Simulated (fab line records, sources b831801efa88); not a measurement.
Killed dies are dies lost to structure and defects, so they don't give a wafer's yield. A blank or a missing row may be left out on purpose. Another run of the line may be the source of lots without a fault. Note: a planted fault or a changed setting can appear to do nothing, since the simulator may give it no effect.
Which tool was responsible? || flow sfqLine || 45 wafers from 15 lots sampled at 4 of the route's 325 steps

== WHAT EACH GAUGE READ, for each wafer ==
The record holds no reading of a measuring or inspecting step that can be judged against a usual standard deviation.

== TOOL THAT RAN EACH LOT (tool first, then ch and the chambers of the sampled wafers, then the start) ==
{"lot": "L137", "SFQ_TRILAYER_I4_VIA_STRIP_STRIP_107": "rieMetal-03 ch 0, day 59 11:12", "SFQ_TRILAYER_JJ_CE_METRO_MEASURE_117": "cdSem-02, day 64 23:00", "SFQ_TRILAYER_M5_BARC_OPEN_METAL_ETCH_161": "rieMetal-03 ch 0,1, day 65 03:43", "SFQ_TRILAYER_R5_ETCH_METAL_ETCH_139": "rieMetal-01 ch 0,1, day 65 13:48"}
{"lot": "L138", "SFQ_TRILAYER_I4_VIA_STRIP_STRIP_107": "rieMetal-04 ch 0,1, day 60 01:24", "SFQ_TRILAYER_JJ_CE_METRO_MEASURE_117": "cdSem-01, day 65 11:00", "SFQ_TRILAYER_M5_BARC_OPEN_METAL_ETCH_161": "rieMetal-03 ch 0,1, day 65 15:35", "SFQ_TRILAYER_R5_ETCH_METAL_ETCH_139": "rieMetal-04 ch 1, day 67 06:02"}
{"lot": "L139", "SFQ_TRILAYER_I4_VIA_STRIP_STRIP_107": "rieMetal-04 ch 0,1, day 60 14:24", "SFQ_TRILAYER_JJ_CE_METRO_MEASURE_117": "cdSem-02, day 65 22:36", "SFQ_TRILAYER_M5_BARC_OPEN_METAL_ETCH_161": "rieMetal-01 ch 0,1, day 70 01:26", "SFQ_TRILAYER_R5_ETCH_METAL_ETCH_139": "rieMetal-01 ch 1, day 74 11:06"}
{"lot": "L142", "SFQ_TRILAYER_I4_VIA_STRIP_STRIP_107": "rieMetal-02 ch 0,1, day 61 21:51", "SFQ_TRILAYER_JJ_CE_METRO_MEASURE_117": "cdSem-01, day 66 02:24", "SFQ_TRILAYER_M5_BARC_OPEN_METAL_ETCH_161": "rieMetal-03 ch 0,1, day 70 07:26", "SFQ_TRILAYER_R5_ETCH_METAL_ETCH_139": "rieMetal-01 ch 0,1, day 74 18:14"}
{"lot": "L144", "SFQ_TRILAYER_I4_VIA_STRIP_STRIP_107": "rieMetal-02 ch 0,1, day 62 02:51", "SFQ_TRILAYER_JJ_CE_METRO_MEASURE_117": "cdSem-01, day 66 05:00", "SFQ_TRILAYER_M5_BARC_OPEN_METAL_ETCH_161": "rieMetal-01 ch 0,1, day 70 12:16", "SFQ_TRILAYER_R5_ETCH_METAL_ETCH_139": "rieMetal-03 ch 0,1, day 74 21:52"}
{"lot": "L146", "SFQ_TRILAYER_I4_VIA_STRIP_STRIP_107": "rieMetal-03 ch 0,1, day 62 14:39", "SFQ_TRILAYER_JJ_CE_METRO_MEASURE_117": "cdSem-01, day 66 07:00", "SFQ_TRILAYER_M5_BARC_OPEN_METAL_ETCH_161": "rieMetal-01 ch 0,1, day 70 15:50", "SFQ_TRILAYER_R5_ETCH_METAL_ETCH_139": "rieMetal-01 ch 0,1, day 75 01:26"}
{"lot": "L147", "SFQ_TRILAYER_I4_VIA_STRIP_STRIP_107": "rieMetal-03 ch 0,1, day 63 03:51", "SFQ_TRILAYER_JJ_CE_METRO_MEASURE_117": "cdSem-02, day 66 08:12", "SFQ_TRILAYER_M5_BARC_OPEN_METAL_ETCH_161": "rieMetal-03 ch 0,1, day 70 17:02", "SFQ_TRILAYER_R5_ETCH_METAL_ETCH_139": "rieMetal-01 ch 0,1, day 75 03:50"}
{"lot": "L151", "SFQ_TRILAYER_I4_VIA_STRIP_STRIP_107": "rieMetal-03 ch 1, day 64 11:34", "SFQ_TRILAYER_JJ_CE_METRO_MEASURE_117": "cdSem-02, day 66 13:12", "SFQ_TRILAYER_M5_BARC_OPEN_METAL_ETCH_161": "rieMetal-01 ch 0,1, day 71 01:26", "SFQ_TRILAYER_R5_ETCH_METAL_ETCH_139": "rieMetal-01 ch 0,1, day 75 12:14"}
{"lot": "L153", "SFQ_TRILAYER_I4_VIA_STRIP_STRIP_107": "rieMetal-03 ch 0,1, day 65 20:33", "SFQ_TRILAYER_JJ_CE_METRO_MEASURE_117": "cdSem-02, day 69 23:26", "SFQ_TRILAYER_M5_BARC_OPEN_METAL_ETCH_161": "rieMetal-03 ch 0,1, day 74 08:36", "SFQ_TRILAYER_R5_ETCH_METAL_ETCH_139": "rieMetal-04 ch 0,1, day 78 19:29"}
{"lot": "L154", "SFQ_TRILAYER_I4_VIA_STRIP_STRIP_107": "rieMetal-03 ch 0,1, day 66 10:25", "SFQ_TRILAYER_JJ_CE_METRO_MEASURE_117": "cdSem-02, day 70 20:38", "SFQ_TRILAYER_M5_BARC_OPEN_METAL_ETCH_161": "rieMetal-03 ch 0,1, day 75 02:35", "SFQ_TRILAYER_R5_ETCH_METAL_ETCH_139": "rieMetal-04 ch 0,1, day 79 07:01"}
{"lot": "L155", "SFQ_TRILAYER_I4_VIA_STRIP_STRIP_107": "rieMetal-03 ch 1, day 66 16:25", "SFQ_TRILAYER_JJ_CE_METRO_MEASURE_117": "cdSem-02, day 71 05:14", "SFQ_TRILAYER_M5_BARC_OPEN_METAL_ETCH_161": "rieMetal-02 ch 0, day 75 13:24", "SFQ_TRILAYER_R5_ETCH_METAL_ETCH_139": "rieMetal-01 ch 0,1, day 79 20:20"}
{"lot": "L156", "SFQ_TRILAYER_I4_VIA_STRIP_STRIP_107": "rieMetal-02 ch 1, day 66 22:37", "SFQ_TRILAYER_JJ_CE_METRO_MEASURE_117": "cdSem-01, day 71 12:26", "SFQ_TRILAYER_M5_BARC_OPEN_METAL_ETCH_161": "rieMetal-03 ch 0,1, day 75 21:34", "SFQ_TRILAYER_R5_ETCH_METAL_ETCH_139": "rieMetal-01 ch 0,1, day 80 04:44"}
{"lot": "L157", "SFQ_TRILAYER_I4_VIA_STRIP_STRIP_107": "rieMetal-04 ch 1, day 67 13:18", "SFQ_TRILAYER_JJ_CE_METRO_MEASURE_117": "cdSem-02, day 72 01:26", "SFQ_TRILAYER_M5_BARC_OPEN_METAL_ETCH_161": "rieMetal-03 ch 0,1, day 76 05:58", "SFQ_TRILAYER_R5_ETCH_METAL_ETCH_139": "rieMetal-01 ch 0,1, day 80 15:32"}
{"lot": "L158", "SFQ_TRILAYER_I4_VIA_STRIP_STRIP_107": "rieMetal-02 ch 0,1, day 67 15:54", "SFQ_TRILAYER_JJ_CE_METRO_MEASURE_117": "cdSem-01, day 72 05:26", "SFQ_TRILAYER_M5_BARC_OPEN_METAL_ETCH_161": "rieMetal-02 ch 0, day 76 08:24", "SFQ_TRILAYER_R5_ETCH_METAL_ETCH_139": "rieMetal-04 ch 0,1, day 80 19:09"}
{"lot": "L159", "SFQ_TRILAYER_I4_VIA_STRIP_STRIP_107": "rieMetal-02 ch 0,1, day 67 18:06", "SFQ_TRILAYER_JJ_CE_METRO_MEASURE_117": "cdSem-02, day 72 09:50", "SFQ_TRILAYER_M5_BARC_OPEN_METAL_ETCH_161": "rieMetal-03 ch 0,1, day 76 11:58", "SFQ_TRILAYER_R5_ETCH_METAL_ETCH_139": "rieMetal-03 ch 0,1, day 80 21:32"}
- SFQ_TRILAYER_I4_VIA_STRIP_STRIP_107: strips in O2.
- SFQ_TRILAYER_JJ_CE_METRO_MEASURE_117
- SFQ_TRILAYER_M5_BARC_OPEN_METAL_ETCH_161: etches BARC in O2, target depth 125 nm, time 41.7 s.
- SFQ_TRILAYER_R5_ETCH_METAL_ETCH_139: etches the open film in Cl2, stops on SiO2, target depth 60 nm, time 40 s.

== AS READ BY THE TOOLS THEMSELVES (means over the sampled wafers that have a number; for cases with no such wafer, the mark the record gives instead) ==
SFQ_TRILAYER_I4_VIA_STRIP_STRIP_107. Usual: drypumpMotorCurrentA 5.49 A, standard deviation 0.25; oesProductAu 1.000 a.u., standard deviation 0.0064.
{"lot": "L137", "tool": "rieMetal-03", "drypumpMotorCurrentA (A)": 5.58, "oesProductAu (a.u.)": 0.999, "flag": ""}
{"lot": "L138", "tool": "rieMetal-04", "drypumpMotorCurrentA (A)": 5.23, "oesProductAu (a.u.)": 0.997, "flag": ""}
{"lot": "L139", "tool": "rieMetal-04", "drypumpMotorCurrentA (A)": 5.28, "oesProductAu (a.u.)": 0.995, "flag": ""}
{"lot": "L142", "tool": "rieMetal-02", "drypumpMotorCurrentA (A)": 5.83, "oesProductAu (a.u.)": 1.004, "flag": ""}
{"lot": "L144", "tool": "rieMetal-02", "drypumpMotorCurrentA (A)": 5.82, "oesProductAu (a.u.)": 0.997, "flag": ""}
{"lot": "L146", "tool": "rieMetal-03", "drypumpMotorCurrentA (A)": 5.51, "oesProductAu (a.u.)": 0.998, "flag": ""}
{"lot": "L147", "tool": "rieMetal-03", "drypumpMotorCurrentA (A)": 5.52, "oesProductAu (a.u.)": 1.000, "flag": ""}
{"lot": "L151", "tool": "rieMetal-03", "drypumpMotorCurrentA (A)": 5.33, "oesProductAu (a.u.)": 1.000, "flag": ""}
{"lot": "L153", "tool": "rieMetal-03", "drypumpMotorCurrentA (A)": 5.40, "oesProductAu (a.u.)": 1.001, "flag": ""}
{"lot": "L154", "tool": "rieMetal-03", "drypumpMotorCurrentA (A)": 5.51, "oesProductAu (a.u.)": 0.998, "flag": ""}
{"lot": "L155", "tool": "rieMetal-03", "drypumpMotorCurrentA (A)": 5.32, "oesProductAu (a.u.)": 1.000, "flag": ""}
{"lot": "L156", "tool": "rieMetal-02", "drypumpMotorCurrentA (A)": 5.74, "oesProductAu (a.u.)": 0.998, "flag": ""}
{"lot": "L157", "tool": "rieMetal-04", "drypumpMotorCurrentA (A)": 5.33, "oesProductAu (a.u.)": 0.995, "flag": ""}
{"lot": "L158", "tool": "rieMetal-02", "drypumpMotorCurrentA (A)": 5.93, "oesProductAu (a.u.)": 0.994, "flag": ""}
{"lot": "L159", "tool": "rieMetal-02", "drypumpMotorCurrentA (A)": 5.84, "oesProductAu (a.u.)": 0.992, "flag": ""}

SFQ_TRILAYER_JJ_CE_METRO_MEASURE_117. Usual: cdNm reads 700.0 nm (standard deviation 1.2).
{"lot": "L137", "tool": "cdSem-02", "cdNm (nm)": 701.3, "flag": ""}
{"lot": "L138", "tool": "cdSem-01", "cdNm (nm)": 699.5, "flag": ""}
{"lot": "L139", "tool": "cdSem-02", "cdNm (nm)": 699.7, "flag": ""}
{"lot": "L142", "tool": "cdSem-01", "cdNm (nm)": 700.3, "flag": ""}
{"lot": "L144", "tool": "cdSem-01", "cdNm (nm)": 699.3, "flag": ""}
{"lot": "L146", "tool": "cdSem-01", "cdNm (nm)": 698.3, "flag": ""}
{"lot": "L147", "tool": "cdSem-02", "cdNm (nm)": 700.9, "flag": ""}
{"lot": "L151", "tool": "cdSem-02", "cdNm (nm)": 700.9, "flag": ""}
{"lot": "L153", "tool": "cdSem-02", "cdNm (nm)": 700.1, "flag": ""}
{"lot": "L154", "tool": "cdSem-02", "cdNm (nm)": 698.2, "flag": ""}
{"lot": "L155", "tool": "cdSem-02", "cdNm (nm)": 699.5, "flag": ""}
{"lot": "L156", "tool": "cdSem-01", "cdNm (nm)": 701.1, "flag": ""}
{"lot": "L157", "tool": "cdSem-02", "cdNm (nm)": 697.9, "flag": ""}
{"lot": "L158", "tool": "cdSem-01", "cdNm (nm)": 700.6, "flag": ""}
{"lot": "L159", "tool": "cdSem-02", "cdNm (nm)": 700.2, "flag": ""}

SFQ_TRILAYER_M5_BARC_OPEN_METAL_ETCH_161. Usual: drypumpMotorCurrentA 5.63 A, standard deviation 0.23; oesProductAu 0.685 a.u., standard deviation 0.0047.
{"lot": "L137", "tool": "rieMetal-03", "drypumpMotorCurrentA (A)": 5.40, "oesProductAu (a.u.)": 0.684, "flag": ""}
{"lot": "L138", "tool": "rieMetal-03", "drypumpMotorCurrentA (A)": 5.39, "oesProductAu (a.u.)": 0.685, "flag": ""}
{"lot": "L139", "tool": "rieMetal-01", "drypumpMotorCurrentA (A)": 5.75, "oesProductAu (a.u.)": 0.683, "flag": ""}
{"lot": "L142", "tool": "rieMetal-03", "drypumpMotorCurrentA (A)": 5.39, "oesProductAu (a.u.)": 0.685, "flag": ""}
{"lot": "L144", "tool": "rieMetal-01", "drypumpMotorCurrentA (A)": 5.74, "oesProductAu (a.u.)": 0.687, "flag": ""}
{"lot": "L146", "tool": "rieMetal-01", "drypumpMotorCurrentA (A)": 5.78, "oesProductAu (a.u.)": 0.681, "flag": ""}
{"lot": "L147", "tool": "rieMetal-03", "drypumpMotorCurrentA (A)": 5.42, "oesProductAu (a.u.)": 0.684, "flag": ""}
{"lot": "L151", "tool": "rieMetal-01", "drypumpMotorCurrentA (A)": 5.74, "oesProductAu (a.u.)": 0.680, "flag": ""}
{"lot": "L153", "tool": "rieMetal-03", "drypumpMotorCurrentA (A)": 5.43, "oesProductAu (a.u.)": 0.688, "flag": ""}
{"lot": "L154", "tool": "rieMetal-03", "drypumpMotorCurrentA (A)": 5.42, "oesProductAu (a.u.)": 0.687, "flag": ""}
{"lot": "L155", "tool": "rieMetal-02", "drypumpMotorCurrentA (A)": 5.97, "oesProductAu (a.u.)": 0.689, "flag": ""}
{"lot": "L156", "tool": "rieMetal-03", "drypumpMotorCurrentA (A)": 5.50, "oesProductAu (a.u.)": 0.689, "flag": ""}
{"lot": "L157", "tool": "rieMetal-03", "drypumpMotorCurrentA (A)": 5.40, "oesProductAu (a.u.)": 0.683, "flag": ""}
{"lot": "L158", "tool": "rieMetal-02", "drypumpMotorCurrentA (A)": 6.03, "oesProductAu (a.u.)": 0.687, "flag": ""}
{"lot": "L159", "tool": "rieMetal-03", "drypumpMotorCurrentA (A)": 5.40, "oesProductAu (a.u.)": 0.680, "flag": ""}

SFQ_TRILAYER_R5_ETCH_METAL_ETCH_139. Usual: drypumpMotorCurrentA 5.51 A, standard deviation 0.24; oesProductAu 0.991 a.u., standard deviation 0.0059.
{"lot": "L137", "tool": "rieMetal-01", "drypumpMotorCurrentA (A)": 5.77, "oesProductAu (a.u.)": 0.994, "flag": ""}
{"lot": "L138", "tool": "rieMetal-04", "drypumpMotorCurrentA (A)": 5.34, "oesProductAu (a.u.)": 0.992, "flag": ""}
{"lot": "L139", "tool": "rieMetal-01", "drypumpMotorCurrentA (A)": 5.72, "oesProductAu (a.u.)": 0.990, "flag": ""}
{"lot": "L142", "tool": "rieMetal-01", "drypumpMotorCurrentA (A)": 5.79, "oesProductAu (a.u.)": 0.988, "flag": ""}
{"lot": "L144", "tool": "rieMetal-03", "drypumpMotorCurrentA (A)": 5.39, "oesProductAu (a.u.)": 0.991, "flag": ""}
{"lot": "L146", "tool": "rieMetal-01", "drypumpMotorCurrentA (A)": 5.76, "oesProductAu (a.u.)": 0.944, "flag": "OFF"}
{"lot": "L147", "tool": "rieMetal-01", "drypumpMotorCurrentA (A)": 5.75, "oesProductAu (a.u.)": 0.897, "flag": "OFF"}
{"lot": "L151", "tool": "rieMetal-01", "drypumpMotorCurrentA (A)": 5.76, "oesProductAu (a.u.)": 0.944, "flag": "OFF"}
{"lot": "L153", "tool": "rieMetal-04", "drypumpMotorCurrentA (A)": 5.23, "oesProductAu (a.u.)": 0.991, "flag": ""}
{"lot": "L154", "tool": "rieMetal-04", "drypumpMotorCurrentA (A)": 5.23, "oesProductAu (a.u.)": 0.986, "flag": ""}
{"lot": "L155", "tool": "rieMetal-01", "drypumpMotorCurrentA (A)": 5.74, "oesProductAu (a.u.)": 0.993, "flag": ""}
{"lot": "L156", "tool": "rieMetal-01", "drypumpMotorCurrentA (A)": 5.78, "oesProductAu (a.u.)": 0.989, "flag": ""}
{"lot": "L157", "tool": "rieMetal-01", "drypumpMotorCurrentA (A)": 5.76, "oesProductAu (a.u.)": 0.996, "flag": ""}
{"lot": "L158", "tool": "rieMetal-04", "drypumpMotorCurrentA (A)": 5.21, "oesProductAu (a.u.)": 0.985, "flag": ""}
{"lot": "L159", "tool": "rieMetal-03", "drypumpMotorCurrentA (A)": 5.40, "oesProductAu (a.u.)": 0.995, "flag": ""}

== THE ANSWER, worked out from the rows above alone ==
Rule: take the mean of a lot's wafers that have a number; if it is more than 3 standard deviations from the usual mean, the lot is off. Also off: a lot with no number at a reading for which 4 or more lots have one. Where the step has rows for the other lots, those lots are counted as sound. After the gauges, taken in route order, come the tools' own readings; for these a lot's mean is taken, as printed above. At the first step where some lot is off, the reading lying furthest off is the one used; lots without a number count as furthest.
Off: L146, L147, L151 (SFQ_TRILAYER_R5_ETCH_METAL_ETCH_139, oesProductAu).
A tool fits if, at that step or a process step before it, it ran every lot that is off, and no sound lot after the first of them. None of those tried fits.

== WHAT WAS PUT IN BY THE SIMULATOR ==
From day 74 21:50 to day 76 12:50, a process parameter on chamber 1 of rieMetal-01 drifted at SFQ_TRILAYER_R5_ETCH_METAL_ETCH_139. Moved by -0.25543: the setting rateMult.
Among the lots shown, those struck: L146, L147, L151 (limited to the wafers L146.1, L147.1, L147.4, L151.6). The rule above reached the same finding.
